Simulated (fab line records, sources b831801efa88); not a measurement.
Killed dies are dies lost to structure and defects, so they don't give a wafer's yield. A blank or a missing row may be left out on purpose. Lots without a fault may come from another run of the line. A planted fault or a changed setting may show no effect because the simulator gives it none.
Which tool did it? | flow sky130 | 12 lots, 36 wafers sampled, at 5 steps of a route of 708

WHAT THE GAUGES READ, wafer by wafer
SKY_SONOS_ONO_THK_MEAS_01.
lot  | measured     | on            | SONOS_ONO_OXIDATION_THK (nm)
L631 | day 11 20:32 | film_metro-04 | 2.64 2.60 2.58
L632 | day 12 05:07 | film_metro-01 | 2.54 2.55 2.57
L636 | day 13 02:57 | film_metro-03 | 2.59 2.58 2.69
L637 | day 13 22:35 | film_metro-04 | 2.21 2.21 2.21 2.17 2.21 2.17
L638 | day 13 23:58 | film_metro-04 | 2.24 2.30 2.24 2.25 2.29 2.24
L639 | day 13 23:58 | film_metro-03 | 2.28 2.27 2.19 2.22 2.25 2.21
L643 | day 15 22:53 | film_metro-03 | 2.57 2.58 2.57
L647 | day 16 15:58 | film_metro-03 | 2.64 2.60 2.56
L649 | day 17 00:43 | film_metro-03 | 2.69 2.64 2.71
L651 | day 17 19:51 | film_metro-01 | 2.57 2.58 2.58
L652 | day 18 00:32 | film_metro-01 | 2.68 2.70 2.66
L653 | day 18 12:04 | film_metro-01 | 2.68 2.64 2.73

SKY_RES_PROTECT_TW_MEAS_08.
lot  | measured     | on            | POLY_GATE_TW
L631 | day 14 21:52 | film_metro-02 | 4058 4057 4053
L632 | day 15 08:44 | film_metro-03 | 4096 4082 4099
L636 | day 16 10:17 | film_metro-01 | 4077 4082 4050
L637 | day 17 15:16 | film_metro-01 | 4037 4054 4056
L638 | day 17 19:53 | film_metro-02 | 4033 4028 4016
L639 | day 17 20:02 | film_metro-03 | 4067 4076 4083
L643 | day 19 23:38 | film_metro-03 | 4064 4045 4066
L647 | day 20 22:29 | film_metro-01 | 4067 4086 4068
L649 | day 21 05:31 | film_metro-03 | 4078 4061 4059
L651 | day 22 03:52 | film_metro-03 | 4083 4086 4069
L652 | day 22 11:16 | film_metro-02 | 4078 4087 4081
L653 | day 22 20:47 | film_metro-01 | 4054 4067 4053

SKY_CONTACT_THK_MEAS_01.
lot  | measured     | on            | CONTACT_CVD_00_THK (nm)
L631 | day 30 05:56 | film_metro-01 | 73.5 74.7 75.6
L632 | day 30 18:49 | film_metro-03 | 73.9 76.5 74.9
L636 | day 31 22:53 | film_metro-04 | 75.4 77.0 76.8
L637 | day 32 23:13 | film_metro-03 | 74.5 73.3 75.6
L638 | day 33 06:47 | film_metro-03 | 74.5 74.5 75.6
L639 | day 33 07:26 | film_metro-04 | 73.6 75.6 74.9
L643 | day 35 00:44 | film_metro-01 | 74.7 75.6 75.7
L647 | day 35 22:19 | film_metro-04 | 73.3 73.1 75.1
L649 | day 36 03:23 | film_metro-01 | 73.9 73.4 74.5
L651 | day 36 19:54 | film_metro-03 | 74.8 73.0 75.2
L652 | day 37 05:38 | film_metro-03 | 75.0 75.0 75.3
L653 | day 37 10:08 | film_metro-03 | 75.6 76.6 77.1

SKY_CONTACT_THK_MEAS_03.
lot  | measured     | on            | CONTACT_HDPCVD_THK (nm)
L631 | day 30 06:04 | film_metro-04 | 568 574 561
L632 | day 30 18:57 | film_metro-01 | 559 554 572
L636 | day 31 23:04 | film_metro-03 | 554 555 558
L637 | day 32 23:23 | film_metro-01 | 552 561 555
L638 | day 33 06:55 | film_metro-01 | 570 560 572
L639 | day 33 07:34 | film_metro-03 | 563 568 580
L643 | day 35 00:52 | film_metro-04 | 570 568 558
L647 | day 35 22:26 | film_metro-01 | 566 561 566
L649 | day 36 03:31 | film_metro-04 | 570 561 574
L651 | day 36 20:02 | film_metro-04 | 571 565 563
L652 | day 37 05:46 | film_metro-01 | 570 558 573
L653 | day 37 10:16 | film_metro-04 | 566 574 570

WHICH TOOL RAN EACH LOT (tool, then ch and the chambers of the sampled wafers, then the start)
lot  | SKY_SONOS_ONO_OXIDATION_00
L631 | furnace-02 ch 0, day 11 19:11
L632 | furnace-02 ch 0, day 12 03:44
L636 | furnace-01 ch 0, day 13 01:35
L637 | furnace-01 ch 0, day 13 21:14
L638 | furnace-01 ch 0, day 13 22:35
L639 | furnace-01 ch 0, day 13 22:35
L643 | furnace-02 ch 0, day 15 21:31
L647 | furnace-02 ch 0, day 16 14:37
L649 | furnace-02 ch 0, day 16 23:22
L651 | furnace-01 ch 0, day 17 18:30
L652 | furnace-02 ch 0, day 17 23:11
L653 | furnace-02 ch 0, day 18 10:43
- SKY_SONOS_ONO_OXIDATION_00: stabilise 600 s, purge 300 s, target thk 2.6 nm.

WHAT THE TOOLS THEMSELVES READ (means of the sampled wafers that have a number; where no wafer has one, the mark that the record gives instead)
SKY_SONOS_ONO_OXIDATION_00.
lot  | tool       | ox_temp_c_max | spike_tc_top_C (C) | spike_tc_upper_C (C) | tube_center_temp_C (C) | zone_power_centre_pct (%)
L631 | furnace-02 | 804.8         | 810.8              | 799.9                | 800                    | 15.7
L632 | furnace-02 | 804.2         | 809.9              | 799.6                | 800                    | 15.7
L636 | furnace-01 | 804.6         | 809.9              | 800.3                | 800                    | 14.2
L637 | furnace-01 | 804.9         | 811.0              | 800.7                | 800                    | 14.2
L638 | furnace-01 | 804.7         | 809.4              | 799.6                | 800                    | 14.1
L639 | furnace-01 | 804.0         | 809.9              | 801.6                | 800                    | 14.2
L643 | furnace-02 | 805.3         | 812.0              | 801.2                | 800                    | 15.8
L647 | furnace-02 | 804.4         | 810.8              | 800.9                | 800                    | 15.9
L649 | furnace-02 | 805.0         | 810.9              | 800.2                | 800                    | 15.8
L651 | furnace-01 | 803.8         | 811.0              | 800.2                | 800                    | 14.1
L652 | furnace-02 | 804.8         | 811.2              | 800.5                | 800                    | 15.7
L653 | furnace-02 | 805.0         | 810.8              | 799.5                | 800                    | 15.8

THE ANSWER, worked out from the rows above alone
Rule: what is usual is taken from the lots themselves. Put in order of their means at a reading, lots are off if they are a third of the lots or fewer, leave a main group of 4 or more, and stand apart from it by a gap of 3 or more times the standard deviation of the main group's means; of several such gaps the widest counts. A main group whose means are all the same, to the digits that the tables above print for the reading, isn't used. A lot without any number at a reading at which 4 lots or more have one is off too. The other lots that the step has rows for count as sound. The gauges are gone through in route order, then the tools' own readings, and for those a lot's mean is taken as printed above. The first step at which some lot is off is used, and at that step the reading that is off furthest; a lot without a number counts as furthest.
Off: L637, L638, L639, at SKY_SONOS_ONO_THK_MEAS_01 (SONOS_ONO_OXIDATION_THK). The main group: mean 2.62 nm, standard deviation 0.047.
A tool fits if, at a process step before that reading, it ran every lot that is off, and no sound lot after the first of them. The gauges at SKY_SONOS_ONO_THK_MEAS_01 are tried like those tools. None of those tried fits.

WHAT THE SIMULATOR HAD PUT IN
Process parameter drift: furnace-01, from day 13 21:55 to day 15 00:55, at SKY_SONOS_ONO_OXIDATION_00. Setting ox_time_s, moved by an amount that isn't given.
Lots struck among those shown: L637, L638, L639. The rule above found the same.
